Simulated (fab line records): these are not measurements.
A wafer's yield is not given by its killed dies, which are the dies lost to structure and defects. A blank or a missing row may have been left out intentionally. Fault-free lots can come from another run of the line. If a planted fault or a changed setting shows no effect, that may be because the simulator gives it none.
fab line records	flow sky130	part 2 of 2: steps 28 to 39 of 39
record lots=5	wafers=15	last_day=49
route steps=708 shown VIA2@516 METAL3@532 CAPM@537
lots with no fault: from the same line, run without faults
start_h: start of the lot's first displayed wafer, in hours after the record's first day	wait_h: hours from the lot's prior step to this one	" unchanged from the row above	L1.1+2: several wafers, shown together as one row	- value missing, or start not given	* or withheld: withheld	< > ~ a bound
route shown NAME@n: a module of which the file shows steps, and the number in the route of the first	usual: mean/standard deviation taken from wafers without a fault	same: alike in all rows	chamber/n: place in a boat	sites: each site's reading	_std_site: standard deviation of those values	_edge_site: inner sites' mean taken away from outer sites' mean	radius_mm: for every site, how far away it sits from the centre of the wafer	mask NAME#n: copy n	behind: the last tool/chamber to shape the wafer	hold: what put the lot on hold/how long, in hours/how the hold closed	device: which transistor (n, p or np) failed to switch	end of line: tests run on the same wafers once the route is complete	for a step that has no rows: nothing shown but its recipe	killed: at the first sort, the dies lost to defects and structure; wafer yield is something else	map: per-die view of a wafer (x killed, . not killed, _ where there is no die)
set.NAME: the setting that was run; set.NAME@STEP: the one run at that earlier step	model.NAME: the simulator's own value behind a step, which no gauge read
a table for each step, a row for each wafer; lots at some steps of the route
services: a tool's chamber out of use, with start hour (start_h, from the record's first day; less than 0 if before it), hours out, and reason
## steps
# step SKY_CAPM_HMDS_06
# recipe prime_time_s=60	prime_temp_c=120
lot.wafer	tool	chamber	start_h	wait_h
L085.1+5+6	litho_track-03	0	947.18	0.1
L084.1+3+6	litho_track-02	0	947.44	0.1
L093.3+4+6	litho_track-03	0	996.38	0.1
L094.2+3+4	litho_track-01	0	1000.59	0.1
L095.2+5+6	litho_track-03	0	1003.71	0.1
# step SKY_CAPM_COAT_07
# recipe resist=NOVOLAK	spin_rpm=3000	resist_thk_nm=1140
# usual spin_speed_rpm=2999.8/2.1
lot.wafer	tool	chamber	start_h	wait_h	spin_speed_rpm
L085.1	litho_track-03	0	947.33	0.1	3001.8
L085.5	"	0	"	"	3001.5
L085.6	"	0	"	"	3003.2
L084.1	litho_track-02	0	947.59	0.1	3001.2
L084.3	"	0	"	"	2996.2
L084.6	"	0	"	"	2996.6
L093.3	litho_track-03	0	996.53	0.1	2998.8
L093.4	"	0	"	"	2997.2
L093.6	"	0	"	"	2999.5
L094.2	litho_track-01	0	1000.74	0.1	3002.7
L094.3	"	0	"	"	3001.4
L094.4	"	0	"	"	2998.8
L095.2	litho_track-03	0	1003.86	0.1	2999.6
L095.5	"	0	"	"	3000.8
L095.6	"	0	"	"	3003.3
# step SKY_CAPM_SOFTBAKE_08
# recipe temp_c=90	time_s=60	resist=NOVOLAK
lot.wafer	tool	chamber	start_h	wait_h
L085.1+5+6	litho_track-03	0	947.48	0.1
L084.1+3+6	litho_track-02	0	947.74	0.1
L093.3+4+6	litho_track-03	0	996.68	0.1
L094.2+3+4	litho_track-01	0	1000.89	0.1
L095.2+5+6	litho_track-03	0	1004.01	0.1
# step SKY_CAPM_EXPOSE_09
# recipe mask_id=CAPM	na=0.6	source_shape=conventional	sigma_outer=0.6	polarization=unpolarized	target_cd_nm=1000	dose_mj=159
lot.wafer	tool	chamber	start_h	wait_h	mask
L085.1+5+6	iline_stepper-02	0	-	-	CAPM#0
L084.1+3+6	iline_stepper-01	0	-	-	CAPM#0
L093.3+4+6	iline_stepper-01	0	-	-	CAPM#0
L094.2+3+4	iline_stepper-02	0	-	-	CAPM#0
L095.2+5+6	iline_stepper-01	0	-	-	CAPM#0
# step SKY_CAPM_PEB_10
# recipe temp_c=withheld	time_s=*	resist=NOVOLAK
lot.wafer	tool	chamber	start_h	wait_h
L085.1+5+6	litho_track-02	0	-	-
L084.1+3+6	litho_track-03	0	-	-
L093.3+4+6	litho_track-03	0	-	-
L094.2+3+4	litho_track-02	0	-	-
L095.2+5+6	litho_track-03	0	-	-
# step SKY_CAPM_DEVELOP_11
# recipe resist=NOVOLAK	developer=TMAH	develop_time_s=60	dev_temp_c=23
lot.wafer	tool	chamber	start_h	wait_h
L085.1+5+6	litho_track-02	0	959.14	0.1
L084.1+3+6	litho_track-03	0	959.28	0.1
L093.3+4+6	litho_track-03	0	1007.63	0.1
L094.2+3+4	litho_track-02	0	1011.91	0.1
L095.2+5+6	litho_track-03	0	1015.31	0.1
# step SKY_CAPM_OVL_MEAS_12
# usual CAPM_OVL=-1.0/1.2
lot.wafer	tool	chamber	start_h	wait_h	CAPM_OVL[nm]
L085.1	overlay-02	-	959.29	0.1	-2.6
L085.5	"	-	"	"	-1.2
L085.6	"	-	"	"	-1.2
L084.1	overlay-01	-	959.43	0.1	-0.8
L084.3	"	-	"	"	-1.0
L084.6	"	-	"	"	-2.0
L093.3	overlay-01	-	1007.74	0.1	-0.2
L093.4	"	-	"	"	-0.6
L093.6	"	-	"	"	-1.6
L094.2	overlay-01	-	1012.04	0.1	-2.3
L094.3	"	-	"	"	-1.0
L094.4	"	-	"	"	-3.0
L095.2	overlay-01	-	1015.44	0.1	1.1
L095.5	"	-	"	"	-1.5
L095.6	"	-	"	"	-1.1
# step SKY_CAPM_METAL_ETCH_13
# recipe target_depth_nm=220	stop_on=SiO2	chemistry=Cl2/BCl3	target=TiN	pressure_mtorr=10	icp_w=900	bias_w=48.5	Cl2_flow_sccm=60	bcl3_flow_sccm=30	time_s=62.9
# usual bcl3_flow_sccm=30.00/0.09	drypump_motor_current_A=6.1/0.53	oes_product_au=0.945/0.007	rf_fwd_power_W=892/3.3	throttle_valve_pct=21.898/0.0099
lot.wafer	tool	chamber	start_h	wait_h	bcl3_flow_sccm	drypump_motor_current_A	oes_product_au	rf_fwd_power_W	rf_hours_counter_h	throttle_valve_pct
L085.1	rie_metal-02	0	959.32	0.0	30.01	5.0	0.952	895	6	21.897
L085.5	"	0	"	"	29.96	5.0	0.949	895	-	21.891
L085.6	"	1	"	"	29.99	6.6	0.956	886	-	21.893
L084.1	rie_metal-03	0	959.47	0.0	30.05	6.0	0.952	893	0	21.915
L084.3	"	1	"	"	29.97	6.2	0.942	892	-	21.891
L084.6	"	1	"	"	30.02	6.3	0.956	890	-	21.911
L093.3	rie_metal-03	0	1007.79	0.0	29.97	6.0	0.932	890	-	21.917
L093.4	"	1	"	"	30.10	6.2	0.951	887	-	21.896
L093.6	"	0	"	"	29.97	6.0	0.943	891	-	21.909
L094.2	rie_metal-04	1	1012.07	0.0	30.12	6.0	0.926	898	10	21.894
L094.3	"	0	"	"	29.85	6.6	0.939	896	-	21.907
L094.4	"	1	"	"	30.05	6.0	0.942	894	-	21.889
L095.2	rie_metal-04	0	1015.47	0.0	29.90	6.6	0.950	895	17	21.893
L095.5	"	0	"	"	29.90	6.6	0.951	893	-	21.875
L095.6	"	1	"	"	30.08	6.0	0.943	891	-	21.902
# step SKY_CAPM_STRIP_14
# recipe chemistry=O2/N2	power_w=1400	pressure_mtorr=1500	platen_temp_c=withheld	o2_flow_sccm=3000	n2_flow_sccm=300	overash_fraction=0.5
# usual drypump_motor_current_A=5.9/0.34	oes_product_au=0.710/0.0047	strip_time_to_endpoint_s=12.67/0.047
lot.wafer	tool	chamber	start_h	wait_h	drypump_motor_current_A	oes_product_au	rf_hours_counter_h	strip_time_to_endpoint_s
L085.1	plasma_asher-03	0	959.40	0.1	5.8	0.702	85	12.77
L085.5	"	1	"	"	5.5	0.709	-	12.73
L085.6	"	0	"	"	5.7	0.711	-	12.78
L084.1	plasma_asher-02	1	959.54	0.1	5.8	0.708	111	12.68
L084.3	"	1	"	"	5.8	0.710	-	12.61
L084.6	"	0	"	"	5.6	0.710	-	12.63
L093.3	plasma_asher-04	1	1007.88	0.1	6.2	0.711	-	12.67
L093.4	"	0	"	"	6.5	0.710	-	12.64
L093.6	"	1	"	"	6.2	0.710	-	12.70
L094.2	plasma_asher-02	1	1012.15	0.1	5.8	0.715	117	12.67
L094.3	"	1	"	"	5.8	0.709	-	12.65
L094.4	"	0	"	"	5.6	0.709	-	12.62
L095.2	plasma_asher-02	0	1015.54	0.1	5.6	0.699	117	12.69
L095.5	"	0	"	"	5.6	0.710	-	12.71
L095.6	"	1	"	"	5.8	0.715	-	12.74
# step SKY_CAPM_STRIP_15
# recipe chemistry=post_etch_residue_remover	time_s=1200	temp_c=72.5
lot.wafer	tool	chamber	start_h	wait_h
L085.1+5+6	wet_bench-02	2	959.50	0.1
L084.1+3+6	wet_bench-01	0	959.64	0.1
L093.3+4+6	wet_bench-01	1	1007.94	0.0
L094.2+3+4	wet_bench-02	0	1012.25	0.1
L095.2+5+6	wet_bench-03	3	1015.64	0.1
# step SKY_CAPM_CLEAN_16
# recipe chemistry=IPA	time_s=180	temp_c=25
lot.wafer	tool	chamber	start_h	wait_h
L085.1+5+6	wet_bench-03	0	959.87	0.0
L084.1+3+6	wet_bench-03	0	959.99	0.0
L093.3+4+6	wet_bench-02	2	1008.76	0.0
L094.2+3+4	wet_bench-03	2	1012.59	0.0
L095.2+5+6	wet_bench-02	2	1016.05	0.0
# step SKY_CAPM_CLEAN_17
# recipe chemistry=O3/DIW	dry=n2_spin
lot.wafer	tool	chamber	start_h	wait_h
L085.1+5+6	wet_bench-02	3	959.94	0.0
L084.1+3+6	wet_bench-01	0	960.06	0.0
L093.3+4+6	wet_bench-01	3	1008.82	0.0
L094.2+3+4	wet_bench-02	1	1012.66	0.0
L095.2+5+6	wet_bench-03	1	1016.17	0.0
## services
tool	chamber	start_h	hours	kind
pvd_sputter-03	-	900.76	2.5	repair
krf_scanner-01	-	902.47	1.0	pm
cvd_w-02	-	904.00	14.0	pm
iline_stepper-01	-	907.86	1.7	pm
wet_bench-04	-	910.94	26.4	pm
wet_bench-02	-	911.87	1.4	repair
plasma_asher-02	-	912.93	1.5	repair
pvd_sputter-02	-	914.11	4.6	repair
plasma_asher-03	-	917.47	2.8	pm
rie_diel-03	0	920.66	7.9	repair
plasma_asher-03	-	925.61	3.3	repair
wet_bench-03	-	933.72	1.9	pm
iline_stepper-02	-	934.84	1.7	pm
pvd_sputter-03	-	941.79	0.7	repair
plasma_asher-03	-	942.18	14.6	pm
krf_scanner-02	-	947.31	1.0	pm
krf_scanner-01	-	949.28	0.8	pm
pvd_sputter-04	-	966.98	1.2	repair
rie_diel-04	-	967.47	0.3	repair
rie_diel-04	1	970.01	1.6	repair
pecvd-02	2	975.58	3.8	repair
rie_diel-03	-	976.87	0.4	repair
rie_diel-03	0	1008.62	8.3	repair
krf_scanner-01	-	1011.17	1.3	pm
